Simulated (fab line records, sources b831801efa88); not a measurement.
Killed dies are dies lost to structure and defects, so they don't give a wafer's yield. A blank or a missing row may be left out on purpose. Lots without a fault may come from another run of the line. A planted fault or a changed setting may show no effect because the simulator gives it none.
A struck lot beside a sound one | flow sky130 | 36 steps out of a route of 708
Sound: wafers L217.1, L217.4, L217.5. Struck: wafer L224.3. (L224.1, L224.2 of the same lot were not struck and are left out.) The cause comes at the end.
At each step with rows: each side's tool, then ch and its chambers, then its first start. Under that, the readings that differ: sound wafers | struck wafers | difference of the means | sigmas: that difference in standard deviations of wafers without a fault.
alike: readings whose means differ by less than 2 such deviations, and words and numbers that are the same on both sides. not compared: withheld readings, readings that some wafer has no value for, bounds like >300 that may hide the same value, and numbers for which the record gives no deviation and whose values overlap.
The two part at a step that has a row with sigmas, a row that says differs or no value, or rows on one side only. Numbers that don't overlap but have no deviation are shown without sigmas and don't part them. A reading that every wafer of one side lacks parts them only if that side has two wafers or more.

first, 9 steps without rows for these wafers: SKY_VIA2_SPUTTER_20 (material TiN, target thk 20 nm, time 80 s); SKY_VIA2_CVD_21 (deposits W, target thk 420 nm, time 126.4 s); SKY_VIA2_CMP_24 (polishes, stops on SiO2, t overpolish 20 s, target thk 0 nm); SKY_METAL3_SPUTTER_00 (material Ti, target thk 15 nm, time 10 s); SKY_METAL3_SPUTTER_01 (material TiN, target thk 20 nm, time 16.7 s); SKY_METAL3_SPUTTER_02 (material AlCu, target thk 735 nm, time 39.1 s); SKY_METAL3_SPUTTER_03 (material Ti, target thk 5 nm, time 3.3 s); SKY_METAL3_SPUTTER_04 (material TiN, target thk 70 nm, time 58.3 s); SKY_CAPM_CVD_00 (deposits SiO2, target thk 15.5 nm).
SKY_CAPM_SPUTTER_02: material TiN, target thk 200 nm, time 166.7 s.
  sound on pvd_sputter-02, day 38 20:30; struck on pvd_sputter-02, day 40 17:55
  reading                                  | sound                | struck | difference | sigmas
  cathode_dc_power_W (W)                   | 6499.6 6499.7 6498.9 | 6256.0 | -243.4     | -99 or more
  model.TiN_of_CAPM_SPUTTER_02.thk_nm (nm) | 202.4 202 201.9      | 196.8  | -5.3       |
  alike: throttle_valve_pct
then, 7 steps without rows for these wafers: SKY_CAPM_DEHYDRATE_05 (time 60 s); SKY_CAPM_HMDS_06 (prime time 60 s); SKY_CAPM_COAT_07 (resist thk 1140 nm); SKY_CAPM_SOFTBAKE_08 (time 60 s); SKY_CAPM_EXPOSE_09 (exposes mask CAPM, target cd 1000 nm); SKY_CAPM_PEB_10; SKY_CAPM_DEVELOP_11 (develop time 60 s).
SKY_CAPM_METAL_ETCH_13: etches TiN in Cl2/BCl3, stops on SiO2, target depth 220 nm, time 62.9 s.
  sound on rie_metal-03 ch 0,1, day 39 21:55; struck on rie_metal-04 ch 0, day 41 18:14
  reading                          | sound             | struck | difference | sigmas
  oes_product_au (a.u.)            | 0.946 0.949 0.946 | 0.929  | -0.018     | -2
  model.CAPM.feature_depth_nm (nm) | 202.4 202 201.9   | 196.8  | -5.3       |
  model.etch.depth_nm (nm)         | 202.4 202 201.9   | 196.8  | -5.3       |
  alike: drypump_motor_current_A, throttle_valve_pct
  not compared: rf_hours_counter_h
then, 16 steps without rows for these wafers: SKY_CAPM_STRIP_14 (strips in O2/N2); SKY_CAPM_STRIP_15 (strips in post etch residue remover, time 1200 s); SKY_CAPM_CLEAN_16 (cleans in IPA, time 180 s); SKY_CAPM_CLEAN_17 (cleans in O3/DIW); SKY_METAL3_DEHYDRATE_05 (time 60 s); SKY_METAL3_HMDS_06 (prime time 60 s); SKY_METAL3_COAT_07 (resist thk 60 nm); SKY_METAL3_COAT_08 (resist thk 1140 nm); SKY_METAL3_SOFTBAKE_09 (time 90 s); SKY_METAL3_EXPOSE_10 (exposes mask MM3, target cd 300 nm); SKY_METAL3_PEB_11; SKY_METAL3_DEVELOP_12 (develop time 60 s); SKY_METAL3_DESCUM_15 (chemistry O2, time 8 s); SKY_METAL3_ETCH_16 (etches BARC in N2/H2, stops on SiO2, time 88.2 s, target depth 60 nm); SKY_METAL3_ETCH_17 (etches SiO2 in C4F8/O2/Ar, stops on TiN, time 3.9 s, target depth 15 nm); SKY_METAL3_METAL_ETCH_18 (etches the open film in Cl2/BCl3, stops on SiO2, target depth 845 nm, time 183.1 s).
SKY_METAL3_STRIP_20: strips in post etch residue remover, time 1200 s.
  sound on wet_bench-04 ch 3, day 40 23:18; struck on wet_bench-03 ch 2, day 42 19:03
  reading                                  | sound             | struck | difference | sigmas
  model.TiN_of_CAPM_SPUTTER_02.thk_nm (nm) | 201.5 201.2 201.1 | 196    | -5         |
-- the record jumps here: 6 days lie between the struck wafers' starts before and after (it left off in module METAL3 and takes up again in module PAD_OPEN, whose first step shown is number 708 of the route) --
SKY_PAD_OPEN_PROBE_99:
  sound on prober-02, day 47 18:26; struck on prober-01, day 49 05:34
  reading                          | sound             | struck | difference | sigmas
  model.etest.cap_mim.plate_ohm_sq | 5.934 5.968 5.913 | 6.046  | +0.108     |
  alike: defect_limited_yield, killed_at_M0_to_M3, killed_at_M4_up, killed_at_contacts, killed_at_front_end, killed_at_other, killed_dies, killed_open, killed_short, sort_bin_3_pad_short, sort_bin_5_function, sort_bin_6_memory, sort_n_pass, sort_yield_pct

WHERE THEY PART
First at SKY_CAPM_SPUTTER_02; last, within this record, at SKY_CAPM_METAL_ETCH_13. Later steps at which nothing parts them and some readings are alike: SKY_PAD_OPEN_PROBE_99.

WHY: what the simulator had put in
Process parameter drift: pvd_sputter-02, from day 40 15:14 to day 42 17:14, at SKY_CAPM_SPUTTER_02. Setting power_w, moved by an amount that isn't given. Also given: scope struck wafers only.
